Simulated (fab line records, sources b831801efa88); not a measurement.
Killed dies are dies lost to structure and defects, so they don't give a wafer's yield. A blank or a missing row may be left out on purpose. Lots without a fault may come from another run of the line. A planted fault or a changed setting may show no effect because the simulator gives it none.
A struck lot beside a sound one | flow gf180mcu | 14 steps out of a route of 602
Sound: wafers L536.1, L536.3, L536.4. Struck: wafers L533.1, L533.2, L533.3. The cause comes at the end.
At each step with rows: each side's tool, then ch and its chambers, then its first start. Under that, the readings that differ: sound wafers | struck wafers | difference of the means | sigmas: that difference in standard deviations of wafers without a fault.
alike: readings whose means differ by less than 2 such deviations, and words and numbers that are the same on both sides. not compared: withheld readings, readings that some wafer has no value for, bounds like >300 that may hide the same value, and numbers for which the record gives no deviation and whose values overlap.
The two part at a step that has a row with sigmas, a row that says differs or no value, or rows on one side only. Numbers that don't overlap but have no deviation are shown without sigmas and don't part them. A reading that every wafer of one side lacks parts them only if that side has two wafers or more.

GF_M2_SPUTTER_01: material TiN, target thk 30 nm, time 25 s.
  sound on pvd_sputter-04, day 23 17:51; struck on pvd_sputter-03, day 22 10:14
  alike: throttle_valve_pct
GF_M2_SPUTTER_02: material AlCu, target thk 450 nm, time 23.9 s.
  sound on pvd_sputter-04, day 23 17:53; struck on pvd_sputter-03, day 22 10:16
  alike: throttle_valve_pct
GF_M2_SPUTTER_03: material Ti, target thk 10 nm, time 6.7 s.
  sound on pvd_sputter-04, day 23 17:55; struck on pvd_sputter-03, day 22 10:18
  alike: substrate_temp_c, throttle_valve_pct
GF_M2_SPUTTER_04: material TiN, target thk 50 nm, time 41.7 s.
  sound on pvd_sputter-04, day 23 17:56; struck on pvd_sputter-03, day 22 10:19
  alike: throttle_valve_pct
GF_M2_RS_MEAS_05: measures by four-point-probe.
  sound on film_metro-02, day 23 17:58; struck on film_metro-04, day 22 10:22
  alike: M2_ALCU_RS
GF_M2_THK_MEAS_06: measures by xrf.
  sound on film_metro-02, day 23 18:05; struck on film_metro-04, day 22 10:29
  alike: M2_ALCU_THK
then, 6 steps without rows for these wafers: GF_M2_DEHYDRATE_07 (time 60 s); GF_M2_HMDS_08 (prime time 60 s); GF_M2_COAT_09 (resist thk 1000 nm); GF_M2_SOFTBAKE_10 (time 60 s); GF_M2_EXPOSE_11 (exposes mask Metal2, target cd 280 nm); GF_M2_PEB_12 (peb time 90 s).
GF_M2_DEVELOP_13: develop time 60 s.
  sound on litho_track-01 ch 0, day 24 16:25; struck on litho_track-02, day 23 08:12
  no value came back on the struck wafers for chill_plate_temp_C (C), develop_time_s (s); on the sound wafers chill_plate_temp_C (C) reads 23.08 23.00 23.12
  reading                             | sound             | struck         | difference | sigmas
  model.KrF_of_M2_COAT_09.thk_nm (nm) | 983.2 981.9 984.6 | 1002 1001 1000 | +18        |
GF_M2_CD_MEAS_14: target cd 280 nm.
  sound on cd_sem-01, day 24 16:34; struck on cd_sem-02, day 23 08:21
  reading    | sound             | struck | difference                    | sigmas
  cd_nm (nm) | 282.1 281.6 282.6 | - - -  | no value on the struck wafers |

WHERE THEY PART
First at GF_M2_DEVELOP_13; last, within this record, at GF_M2_CD_MEAS_14.

WHY: what the simulator had put in
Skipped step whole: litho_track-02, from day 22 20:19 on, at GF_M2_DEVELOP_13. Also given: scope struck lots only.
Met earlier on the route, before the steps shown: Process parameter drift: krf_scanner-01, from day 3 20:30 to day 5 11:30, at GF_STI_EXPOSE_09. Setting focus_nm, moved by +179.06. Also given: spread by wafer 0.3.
